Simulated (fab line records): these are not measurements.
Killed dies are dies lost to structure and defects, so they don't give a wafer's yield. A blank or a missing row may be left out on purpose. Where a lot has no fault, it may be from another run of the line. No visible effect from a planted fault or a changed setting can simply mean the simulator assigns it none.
Struck lot and sound lot, side by side :: flow sky130 :: 14 out of 708 route steps
Sound: these wafers, L275.3, L275.5, L275.6. Struck: wafers L277.4, L277.5, L277.6. The cause is named last.
Per side, at each step with rows, come the tool, then ch with its chambers, and then its first start. Under that, the readings that differ: sound wafers :: struck wafers :: difference of the means :: sigmas: that difference in standard deviations of wafers without a fault.
alike: readings with means less than 2 such deviations apart, plus words and numbers identical on both sides. not compared: withheld readings, readings lacking a value on some wafer, bounds such as >300 that could conceal the same value, and numbers that have no deviation in the record and whose values overlap.
Wherever a step has rows on one side only, a row that says differs or no value, or a row with sigmas, the two part there. Non-overlapping numbers with no deviation appear without sigmas and do not part them. A reading missing from all wafers of one side parts the sides only when that side holds two or more wafers.

first, 1 step without rows for these wafers: SKY_SONOS_ONO_OXIDATION_00 (stabilise 600 s, purge 300 s, target thk 2.6 nm).
SKY_SONOS_ONO_THK_MEAS_01:
  sound on film-metro-01 at day 13 23:46; struck on film-metro-02 at day 14 23:13
  alike: SONOS_ONO_OXIDATION_THK
then, 1 step without rows for these wafers: SKY_SONOS_ONO_CVD_02 (deposits Si3N4 from DCS/NH3, target thk 10.5 nm, time 180 s).
SKY_SONOS_ONO_THK_MEAS_03:
  sound on film-metro-01 at day 14 01:58; struck on film-metro-01 at day 15 02:05
reading: SONOS_ONO_CVD_02_THK (nm)
sound: 10.28 10.32 10.39
struck: 10.63 10.74 10.64
difference: +0.34
sigmas: +3
then, 1 step without rows for these wafers: SKY_SONOS_ONO_CVD_04 (deposits SiO2 from SiH4/N2O, target thk 5.7199 nm).
SKY_SONOS_ONO_THK_MEAS_05:
  sound on film-metro-02 at day 14 03:16; struck on film-metro-01 at day 15 04:01
  alike: SONOS_ONO_CVD_04_THK
then, 3 steps without rows for these wafers: SKY_SONOS_ONO_DEHYDRATE_06 (time 60 s); SKY_SONOS_ONO_HMDS_07 (prime time 60 s); SKY_SONOS_ONO_COAT_08 (resist thk 1140 nm).
SKY_SONOS_ONO_SOFTBAKE_09: time 60.81 s.
  sound on litho-track-03 ch 0, day 14 16:30; struck on litho-track-01 ch 0, day 15 17:01
  alike: plate-sensor-t-centre-C, plate-sensor-t-edge-C
then, 2 steps without rows for these wafers: SKY_SONOS_ONO_EXPOSE_10 (exposes mask ONOM, target cd 410 nm); SKY_SONOS_ONO_PEB_11.
SKY_SONOS_ONO_DEVELOP_12: develop time 60 s.
  struck on litho-track-03, day 16 07:22; sound on litho-track-03 ch 0, day 15 05:48
  no value came back on the struck wafers for chill-plate-temp-C (C), develop-time-s (s); on the sound wafers chill-plate-temp-C (C) reads 23.08 22.97 22.86
SKY_SONOS_ONO_CD_MEAS_13: the cd target is 410 nm.
  sound on cd-sem-02 at day 15 05:56; struck on cd-sem-02 at day 16 07:31
reading: cd-nm (nm)
sound: 410.0 411.8 411.5
struck: - - -
difference: no value on the struck wafers
sigmas: 

## WHERE THEY PART
Earliest at SKY_SONOS_ONO_THK_MEAS_03; latest, in this record, at SKY_SONOS_ONO_CD_MEAS_13.

WHY: whatever the simulator had introduced
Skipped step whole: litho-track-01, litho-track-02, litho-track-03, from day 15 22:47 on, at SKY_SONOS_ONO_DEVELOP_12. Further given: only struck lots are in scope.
